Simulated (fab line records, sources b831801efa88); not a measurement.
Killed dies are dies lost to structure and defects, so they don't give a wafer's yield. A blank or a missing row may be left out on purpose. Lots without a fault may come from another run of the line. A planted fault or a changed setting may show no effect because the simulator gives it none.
Which tool did it? | flow sky130 | 6 lots, 18 wafers sampled, at 4 steps of a route of 708

WHAT THE GAUGES READ, wafer by wafer
SKY_SD_P_CD_MEAS_07: target cd 380 nm.
lot  | measured     | on        | cd_nm (nm)
L967 | day 27 01:40 | cd_sem-01 | 379.6 380.5 379.4
L971 | day 28 09:57 | cd_sem-01 | 380.6 381.2 383.3
L973 | day 28 15:44 | cd_sem-01 | 375.5 378.7 376.2
L982 | day 31 12:14 | cd_sem-02 | 379.4 379.0 378.9
L984 | day 32 09:08 | cd_sem-01 | 380.8 382.0 382.4
L987 | day 34 05:46 | cd_sem-01 | 381.6 380.2 379.2

WHICH TOOL RAN EACH LOT (tool, then ch and the chambers of the sampled wafers, then the start)
lot  | SKY_LDD_N_IMPLANT_10            | SKY_SPACER_ETCHBACK_02             | SKY_POLY_CUT_STRIP_12
L967 | implanter-03 ch 0, day 18 22:04 | rie_diel-04 ch 0,2,3, day 24 15:20 | plasma_asher-03 ch 0,1, day 25 21:13
L971 | implanter-03 ch 0, day 20 20:52 | rie_diel-01 ch 0,1, day 26 00:13   | plasma_asher-03 ch 0,1, day 27 05:20
L973 | implanter-03 ch 0, day 21 04:26 | rie_diel-02 ch 0,1,3, day 26 07:04 | plasma_asher-01 ch 0,1, day 27 11:59
L982 | implanter-04 ch 0, day 24 06:19 | rie_diel-02 ch 0,3, day 29 04:23   | plasma_asher-01 ch 0,1, day 30 08:28
L984 | implanter-01 ch 0, day 25 08:17 | rie_diel-02 ch 1,2, day 30 02:23   | plasma_asher-01 ch 0,1, day 31 05:49
L987 | implanter-03 ch 0, day 27 04:20 | rie_diel-01 ch 0,2,3, day 32 00:02 | plasma_asher-02 ch 0, day 33 03:35
- SKY_LDD_N_IMPLANT_10
- SKY_SPACER_ETCHBACK_02: etches Si3N4 in CH3F/O2, stops on SiO2, time 46.7 s, target depth 45 nm.
- SKY_POLY_CUT_STRIP_12: strips in O2/N2.

THE ANSWER, worked out from the rows above alone
Rule: what is usual is taken from the lots themselves. Put in order of their means at a reading, lots are off if they are a third of the lots or fewer, leave a main group of 4 or more, and stand apart from it by a gap of 3 or more times the standard deviation of the main group's means; of several such gaps the widest counts. A main group whose means are all the same, to the digits that the tables above print for the reading, isn't used. A lot without any number at a reading at which 4 lots or more have one is off too. The other lots that the step has rows for count as sound.
No lot is off at any reading shown: from this, nothing can be told.

WHAT THE SIMULATOR HAD PUT IN
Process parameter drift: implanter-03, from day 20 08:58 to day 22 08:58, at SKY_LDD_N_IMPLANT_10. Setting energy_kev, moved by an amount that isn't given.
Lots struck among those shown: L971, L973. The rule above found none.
